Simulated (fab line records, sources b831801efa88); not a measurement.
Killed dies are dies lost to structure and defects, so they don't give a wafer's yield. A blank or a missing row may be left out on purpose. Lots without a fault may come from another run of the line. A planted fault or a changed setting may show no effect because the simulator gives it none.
Problem report in the 8D (eight disciplines) form, filled by code | flow sfq_line | the parts of the form that need people (team, actions taken, sign-off) are left out

1. THE PROBLEM
heater_power_total_W at SFQ_TRILAYER_I4_VIA_LITHO_PEB_106 reads a mean of 82.80 W on 4 wafers of 3 lots; wafers without a fault read 79.15 W with a standard deviation of 0.069. That is +53 standard deviations from the usual mean.
The step: peb time 60 s.
First seen on wafer L976.3, day 54 23:10, on litho_track-02. The record holds 18 wafers of 7 lots with a number at this step. Rule for "out", or "out of limits": more than 4 standard deviations from the usual mean. The other wafers with a number count as sound.

2. WHAT IT IS AND WHAT IT IS NOT
question                    | is                             | is not
which readings at this step | heater_power_total_W           | -
which lots                  | L976, L978, L979               | L967, L971, L984, L985
which wafers of those lots  | L976.3, L976.6, L978.3, L979.3 | L978.4, L979.1
read on which tools         | litho_track-02                 | litho_track-01, litho_track-03
when                        | from day 54 23:10              | up to then (6 sound wafers); but 8 sound wafers of L978, L979, L984, L985 came after

3. SUSPECTS, AND WHAT RULES EACH OUT
Counting: a tool at a process step up to the reading stays a suspect if it ran every lot that is out. Sound lots after the first of them don't rule it out here, since some wafers of a struck lot are sound.
- rie_metal-03 at SFQ_TRILAYER_M4_BARC_OPEN_METAL_ETCH_123 (etches BARC in O2, target depth 125 nm, time 41.7 s): kept. It ran every lot that is out, first L976 (day 53 21:04); its last sound lot up to then is L971 (day 52 09:41).
- rie_metal-03 at SFQ_TRILAYER_M4_ETCH_METAL_ETCH_096 (etches Nb in Cl2/Ar, stops on SiO2, target depth 240 nm, time 120 s): kept. It ran every lot that is out, first L976 (day 53 21:09); its last sound lot up to then is L971 (day 52 09:44).
- rie_metal-03 at SFQ_TRILAYER_M4_STRIP_STRIP_097 (strips in O2): kept. It ran every lot that is out, first L976 (day 53 21:26); its last sound lot up to then is L971 (day 52 09:52).
- litho_track-02 at SFQ_TRILAYER_I4_VIA_LITHO_PEB_106 (peb time 60 s): kept. It ran every lot that is out, first L976 (day 54 23:10); its last sound lot up to then is L967 (day 51 08:06). Its own readings are out on those wafers: heater_power_total_W.
Left after counting: rie_metal-03 at SFQ_TRILAYER_M4_BARC_OPEN_METAL_ETCH_123, rie_metal-03 at SFQ_TRILAYER_M4_ETCH_METAL_ETCH_096, rie_metal-03 at SFQ_TRILAYER_M4_STRIP_STRIP_097, litho_track-02 at SFQ_TRILAYER_I4_VIA_LITHO_PEB_106.

4. THE CAUSE (what the simulator had put in)
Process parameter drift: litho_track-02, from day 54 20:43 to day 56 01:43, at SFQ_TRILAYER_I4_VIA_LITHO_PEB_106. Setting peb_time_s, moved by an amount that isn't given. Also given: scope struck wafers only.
Counting left 4 suspects, and this tool is among them.

5. THE CHAIN OF EFFECTS, in route order
Each row: a reading whose mean over the struck wafers that have a number lies more than 3 standard deviations from the usual. Only readings for which the record gives a usual standard deviation are gone through. hours: the time from each lot's start at the first step in this table that gives one to its start at this step, as a median over the lots. sigmas: the change in usual standard deviations.
hours | step                              | reading              | usual   | on struck wafers | change | sigmas
0     | SFQ_TRILAYER_I4_VIA_LITHO_PEB_106 | heater_power_total_W | 79.15 W | 82.80            | +3.65  | +53
The process steps in it:
- SFQ_TRILAYER_I4_VIA_LITHO_PEB_106: peb time 60 s.
Later measuring or inspecting steps at which every struck wafer that the step has a row for has a number for every such reading, and none has moved that far: SFQ_I4_OVL_MEAS_928.

6. WHAT WOULD HAVE CAUGHT IT SOONER
In this record the first reading out of limits was taken at day 54 23:10, 2 hours after the fault began at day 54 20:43.
